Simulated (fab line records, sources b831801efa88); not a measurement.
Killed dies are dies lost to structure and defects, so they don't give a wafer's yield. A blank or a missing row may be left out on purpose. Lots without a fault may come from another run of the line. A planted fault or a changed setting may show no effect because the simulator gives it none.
fab line records | flow sky130
record lots=11 wafers=30 last_day=50
route steps=708 shown SD_P@328 SD_N@356 LI_CONTACT@381
lots that met no fault: from a run of the same line without faults
start_h: hours from the record's first day to the start of the lot's first wafer shown | wait_h: hours since the lot's step before | " the same as in the row above | L1.1+2: a row that stands for several wafers | - no value, or no start given | * or withheld: withheld | < > ~ a bound
route shown NAME@n: a module of which the file shows steps, and the number in the route of the first | usual: mean/standard deviation of fault-free wafers | same: alike in all rows | chamber/n: place in a boat | sites: the reading at each site | _std_site: their standard deviation | _edge_site: outer sites' mean less inner sites' | radius_mm: how far each site lies from the wafer's centre | mask NAME#n: copy n | behind: the tool/chamber that last shaped the wafer | hold: why the lot was held/for how many hours/how that ended | device: the transistor (n, p or np) that didn't switch | end of line: the same wafers' tests at the end of the route | a step without rows: its recipe alone | killed: dies lost to structure and defects at the first sort, not the wafer's yield | map: a wafer's dies, x killed, . not, _ none there
set.NAME: the setting as run; set.NAME@STEP: as run at that earlier step | model.NAME: the simulator's own value behind a step, which no gauge read
steps of the route over a sample of lots; a table a step, a row a wafer
services: from which hour (start_h, from the record's first day; less than 0 if before it) a tool's chamber was out of use, for how many hours, and why
## steps
# step SKY_SD_P_OVL_MEAS_08
# usual SD_P_OVL=-0.2/1.8
# columns lot.wafer tool chamber start_h wait_h SD_P_OVL[nm]
L427.2 overlay-01 - 608.94 0.1 0.6
L427.3 " - " " 0.2
L427.6 " - " " 0.2
L430.1 overlay-01 - 640.92 0.1 -2.8
L430.5 " - " " -1.7
L430.6 " - " " -2.9
L432.2 overlay-01 - 663.55 0.1 -2.7
L432.5 " - " " -3.1
L432.6 " - " " -0.7
L433.2 overlay-02 - 679.03 0.1 0.8
L433.5 " - " " 1.3
L433.6 " - " " -0.6
L434.1 overlay-01 - 683.04 0.1 0.2
L434.5 " - " " 0.4
L434.6 " - " " 1.0
L436.1 overlay-01 - 697.42 0.1 -0.7
L436.4 " - " " -1.0
L436.6 " - " " -1.7
L441.1 overlay-01 - 746.33 0.1 -0.5
L441.3 " - " " -0.8
L441.6 " - " " 0.8
L438.2 overlay-02 - 746.68 0.1 -0.1
L438.3 " - " " 1.4
L438.6 " - " " 1.4
L446.2 overlay-01 - 787.03 0.1 -1.4
L446.6 " - " " -1.1
L447.1 overlay-01 - 789.17 0.1 -0.7
L447.6 " - " " 0.1
L448.1 overlay-02 - 794.34 0.1 -1.8
L448.6 " - " " -0.3
# step SKY_SD_N_RTA_14
# recipe temp_c=1075 time_s=2 idle_temp_c=650 ramp_up_c_per_s=150 ramp_down_c_per_s=90 ambient=N2
# usual lamp_power_pct=15.74/0.049 wafer_temp_C_max=1078.1/1.4
# columns lot.wafer tool chamber start_h wait_h lamp_power_pct wafer_temp_C_max
L427.2 rtp_anneal-01 0 668.08 0.0 15.78 1076.9
L427.3 " 0 " " 15.74 1077.2
L427.6 " 0 " " 15.69 1078.9
L430.1 rtp_anneal-02 0 699.33 0.0 15.73 1078.1
L430.5 " 0 " " 15.83 1077.7
L430.6 " 0 " " 15.76 1077.0
L432.2 rtp_anneal-02 0 722.89 0.0 15.60 1077.2
L432.5 " 0 " " 15.80 1078.0
L432.6 " 0 " " 15.79 1079.0
L433.2 rtp_anneal-01 0 736.56 0.0 15.69 1076.3
L433.5 " 0 " " 15.71 1077.8
L433.6 " 0 " " 15.67 1078.3
L434.1 rtp_anneal-02 0 740.99 0.0 15.72 1077.5
L434.5 " 0 " " 15.78 1078.1
L434.6 " 0 " " 15.78 1079.2
L436.1 rtp_anneal-02 0 753.94 0.0 15.70 1077.6
L436.4 " 0 " " 15.74 1077.6
L436.6 " 0 " " 15.76 1076.9
L441.1 rtp_anneal-01 0 795.98 0.0 15.72 1075.8
L441.3 " 0 " " 15.72 1075.8
L441.6 " 0 " " 15.72 1076.2
L438.2 rtp_anneal-02 0 797.08 0.0 15.80 1078.2
L438.3 " 0 " " 15.66 1077.1
L438.6 " 0 " " 15.79 1078.2
L446.2 rtp_anneal-02 0 837.79 0.0 15.74 1075.2
L446.6 " 0 " " 15.76 1079.4
L447.1 rtp_anneal-01 0 839.85 0.0 15.68 1080.3
L447.6 " 0 " " 15.74 1078.3
L448.1 rtp_anneal-01 0 845.09 0.0 15.72 1078.3
L448.6 " 0 " " 15.74 1077.5
# step SKY_LI_CONTACT_SPUTTER_19
# recipe material=Ti target_thk_nm=20 chamber_pressure_pa=5 power_w=2500 substrate_temp_c=200 time_s=106.37
# usual throttle_valve_pct=30.0/1.1
# columns lot.wafer tool chamber start_h wait_h throttle_valve_pct
L427.2 pvd_sputter-04 - 698.23 0.0 29.7
L427.3 " - " " 29.2
L427.6 " - " " 31.1
L430.1 pvd_sputter-02 - 729.39 0.0 30.7
L430.5 " - " " 31.6
L430.6 " - " " 29.2
L432.2 pvd_sputter-02 - 751.44 0.0 28.1
L432.5 " - " " 28.5
L432.6 " - " " 30.1
L433.2 pvd_sputter-04 - 764.88 0.0 31.2
L433.5 " - " " 30.9
L433.6 " - " " 29.6
L434.1 pvd_sputter-02 - 769.11 0.0 30.3
L434.5 " - " " 28.6
L434.6 " - " " 31.7
L436.1 pvd_sputter-03 - 780.41 0.0 29.8
L436.4 " - " " 31.5
L436.6 " - " " 29.4
L441.1 pvd_sputter-03 - 823.35 0.0 29.1
L441.3 " - " " 30.6
L441.6 " - " " 30.5
L438.2 pvd_sputter-02 - 823.47 0.0 30.4
L438.3 " - " " 28.1
L438.6 " - " " 30.1
L446.2 pvd_sputter-03 - 864.51 0.0 31.1
L446.6 " - " " 29.1
L447.1 pvd_sputter-04 - 867.03 0.0 29.2
L447.6 " - " " 29.2
L448.1 pvd_sputter-02 - 871.68 0.0 29.4
L448.6 " - " " 31.6
# step SKY_LI_CONTACT_CVD_21
# recipe material=W target_thk_nm=400 time_s=120.56 temp_c=400 pressure_torr=40
# usual chamber_pressure_Torr=40.00/0.078 heater_power_w=836/78
# columns lot.wafer tool chamber start_h wait_h chamber_pressure_Torr heater_power_w
L427.2 cvd_w-01 1 698.37 0.0 39.99 769
L427.3 " 1 " " 39.91 772
L427.6 " 0 " " 39.96 792
L430.1 cvd_w-02 1 729.53 0.0 39.97 779
L430.5 " 0 " " 40.07 949
L430.6 " 1 " " 39.97 790
L432.2 cvd_w-02 0 751.58 0.0 40.02 956
L432.5 " 0 " " 40.03 965
L432.6 " 1 " " 40.04 816
L433.2 cvd_w-02 1 765.02 0.0 40.02 801
L433.5 " 0 " " 39.99 947
L433.6 " 1 " " 39.97 809
L434.1 cvd_w-02 0 769.24 0.0 39.95 937
L434.5 " 0 " " 40.00 947
L434.6 " 1 " " 39.94 785
L436.1 cvd_w-01 0 780.54 0.0 39.90 789
L436.4 " 1 " " 40.09 790
L436.6 " 0 " " 39.90 779
L441.1 cvd_w-01 1 823.48 0.0 40.05 760
L441.3 " 0 " " 40.16 789
L441.6 " 0 " " 39.81 801
L438.2 cvd_w-02 1 823.60 0.0 40.01 802
L438.3 " 0 " " 40.04 962
L438.6 " 0 " " 40.03 962
L446.2 cvd_w-02 1 864.64 0.0 39.96 802
L446.6 " 1 " " 39.88 780
L447.1 cvd_w-02 0 867.17 0.0 40.12 952
L447.6 " 0 " " 40.01 940
L448.1 cvd_w-02 1 871.82 0.0 40.05 789
L448.6 " 1 " " 39.99 803
# step SKY_LI_CONTACT_RS_MEAS_22
# recipe thk_meas_gauge=four-point-probe reads=W_of_LI_CONTACT_CVD_21+TiN_of_LI_CONTACT_SPUTTER_20+Ti_of_LI_CONTACT_SPUTTER_19
# usual LI_CONTACT_W_RS=0.2860/0.0027
# columns lot.wafer tool chamber start_h wait_h LI_CONTACT_W_RS[ohm/sq]
L427.2 film_metro-04 - 698.51 0.1 0.2861
L427.3 " - " " 0.2852
L427.6 " - " " 0.2885
L430.1 film_metro-04 - 729.65 0.1 0.2903
L430.5 " - " " 0.2866
L430.6 " - " " 0.2882
L432.2 film_metro-03 - 751.72 0.1 0.2876
L432.5 " - " " 0.2902
L432.6 " - " " 0.2875
L433.2 film_metro-04 - 765.17 0.1 0.2874
L433.5 " - " " 0.2869
L433.6 " - " " 0.2865
L434.1 film_metro-03 - 769.37 0.1 0.2831
L434.5 " - " " 0.2849
L434.6 " - " " 0.2869
L436.1 film_metro-03 - 780.67 0.1 0.2844
L436.4 " - " " 0.2812
L436.6 " - " " 0.2834
L441.1 film_metro-04 - 823.61 0.1 0.2842
L441.3 " - " " 0.2891
L441.6 " - " " 0.2862
L438.2 film_metro-02 - 823.75 0.1 0.2829
L438.3 " - " " 0.2864
L438.6 " - " " 0.2896
L446.2 film_metro-03 - 864.79 0.1 0.2614
L446.6 " - " " 0.2599
L447.1 film_metro-02 - 867.30 0.1 0.2897
L447.6 " - " " 0.2632
L448.1 film_metro-04 - 872.07 0.2 0.2872
L448.6 " - " " 0.2617
# step SKY_LI_CONTACT_THK_MEAS_23
# recipe thk_meas_gauge=xrf reads=W_of_LI_CONTACT_CVD_21
# usual LI_CONTACT_W_THK=404/4.9
# columns lot.wafer tool chamber start_h wait_h LI_CONTACT_W_THK[nm]
L427.2 film_metro-04 - 698.62 0.1 410
L427.3 " - " " 410
L427.6 " - " " 402
L430.1 film_metro-04 - 729.77 0.1 399
L430.5 " - " " 404
L430.6 " - " " 400
L432.2 film_metro-03 - 751.83 0.1 400
L432.5 " - " " 395
L432.6 " - " " 396
L433.2 film_metro-04 - 765.28 0.1 401
L433.5 " - " " 406
L433.6 " - " " 402
L434.1 film_metro-03 - 769.49 0.1 407
L434.5 " - " " 402
L434.6 " - " " 402
L436.1 film_metro-03 - 780.79 0.1 408
L436.4 " - " " 411
L436.6 " - " " 407
L441.1 film_metro-04 - 823.73 0.1 412
L441.3 " - " " 402
L441.6 " - " " 410
L438.2 film_metro-02 - 823.86 0.1 404
L438.3 " - " " 400
L438.6 " - " " 396
L446.2 film_metro-03 - 864.90 0.1 442
L446.6 " - " " 444
L447.1 film_metro-02 - 867.42 0.1 402
L447.6 " - " " 437
L448.1 film_metro-04 - 872.19 0.1 409
L448.6 " - " " 451
# step SKY_LI_CONTACT_CMP_24
# recipe stop_on=PSG t_overpolish_s=20 down_force_psi=3.5 platen_rpm=60 target_thk_nm=0 pad_velocity_m_s=0.94248
# usual edge_zone_pressure_frac=1.000/0.0044 head_pressure_psi=3.499/0.0083 motor_current_A=11.2/1 time_to_endpoint_s=95.6/3
# columns lot.wafer tool chamber start_h wait_h edge_zone_pressure_frac head_pressure_psi motor_current_A time_to_endpoint_s
L427.3 cmp-02 1 698.67 0.0 0.994 3.502 9.5 93.3
L427.2 " 3 " " 0.996 3.492 11.6 96.4
L427.6 " 1 " " 0.997 3.500 9.7 91.4
L430.1 cmp-02 1 729.98 0.2 0.999 3.498 9.5 95.3
L430.5 " 2 " " 0.994 3.511 11.5 94.2
L430.6 " 3 " " 1.003 3.497 11.6 98.8
L432.2 cmp-02 2 751.88 0.0 0.999 3.497 12.3 96.5
L432.5 " 2 " " 0.998 3.511 12.3 93.7
L432.6 " 3 " " 0.992 3.493 11.9 97.2
L433.2 cmp-01 2 765.38 0.1 0.998 3.494 10.9 94.5
L433.5 " 1 " " 0.998 3.483 11.1 96.9
L433.6 " 2 " " 1.003 3.504 11.5 93.8
L434.1 cmp-02 0 769.70 0.2 1.002 3.485 11.1 90.5
L434.5 " 0 " " 1.007 3.491 11.1 93.0
L434.6 " 1 " " 1.005 3.503 9.9 91.9
L436.4 cmp-02 1 780.85 0.0 1.005 3.507 10.1 96.4
L436.1 " 2 " " 1.001 3.494 12.9 94.2
L436.6 " 1 " " 1.004 3.502 9.7 92.3
L441.1 cmp-01 2 823.84 0.1 0.994 3.494 11.2 98.6
L441.3 " 3 " " 1.003 3.493 11.2 96.1
L441.6 " 2 " " 0.998 3.490 11.6 99.3
L438.3 cmp-02 0 823.91 0.0 0.999 3.498 11.4 94.2
L438.2 " 3 " " 1.003 3.502 11.9 96.6
L438.6 " 0 " " 1.003 3.498 10.8 93.4
L446.2 cmp-02 2 865.18 0.3 1.010 3.480 12.8 98.2
L446.6 " 0 " " 1.006 3.497 11.5 100.9
L447.1 cmp-02 0 867.53 0.1 1.001 3.501 10.5 96.2
L447.6 " 3 " " 0.998 3.506 11.0 106.2
L448.1 cmp-02 3 872.25 0.1 1.004 3.502 11.8 96.5
L448.6 " 3 " " 1.002 3.499 11.8 108.1
## services
# columns tool chamber start_h hours kind
pvd_sputter-03 - 677.69 12.2 repair
pvd_sputter-02 - 678.03 3.0 repair
cvd_w-01 - 686.83 3.6 repair
cmp-02 - 700.35 6.8 pm
cvd_w-02 0 700.86 2.5 repair
pvd_sputter-03 - 703.56 6.3 repair
cmp-02 - 713.51 1.7 repair
cmp-02 - 718.87 1.0 repair
cvd_w-02 - 721.43 3.8 pm
pvd_sputter-04 - 732.44 9.8 repair
cmp-01 - 744.16 4.0 pm
cmp-01 - 748.16 - consumable_replace:conditioner
cmp-01 - 748.16 - consumable_replace:pad
pvd_sputter-04 - 758.12 4.4 repair
pvd_sputter-04 - 762.76 1.7 repair
cmp-02 - 763.09 6.6 pm
cvd_w-02 1 781.26 3.2 repair
pvd_sputter-02 - 798.59 4.2 repair
cmp-01 - 807.91 5.2 repair
cmp-02 - 816.19 2.3 repair
cvd_w-02 0 867.46 11.8 repair
## key
first_sign step=SKY_LI_CONTACT_RS_MEAS_22 reading=LI_CONTACT_W_RS direction=down sigmas=9.1 usual=0.2860 struck=0.2616
effect step=SKY_LI_CONTACT_THK_MEAS_23 reading=LI_CONTACT_W_THK direction=up sigmas=8.1 usual=404 struck=444
effect step=SKY_LI_CONTACT_CMP_24 reading=time_to_endpoint_s direction=up sigmas=2.6 usual=* struck=*
met_at SKY_LI_CONTACT_CVD_21
struck_lots L446,L447,L448
struck_wafers L446.2,L446.6,L447.6,L448.6
tester_left_out L446,L447,L448
not_acting_at SKY_SD_P_OVL_MEAS_08,SKY_SD_N_RTA_14,SKY_LI_CONTACT_SPUTTER_19
onset_between 823.60 864.64
fault kind=process_parameter_drift tool=cvd_w-02 chamber=- onset_h=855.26 steps=SKY_LI_CONTACT_CVD_21 channel=target_thk_nm offset=37.586 shape=step end_h=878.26 scope=struck_wafers_only acts_in=these_recipes_only stated=400
# tester_left_out: of these lots the tester's yield and bins aren't shown, on N5 and GAA mostly nor the transistor test; their killed dies are dies lost to structure and defects alone, not to doping, threshold or leakage, so they don't give the yield
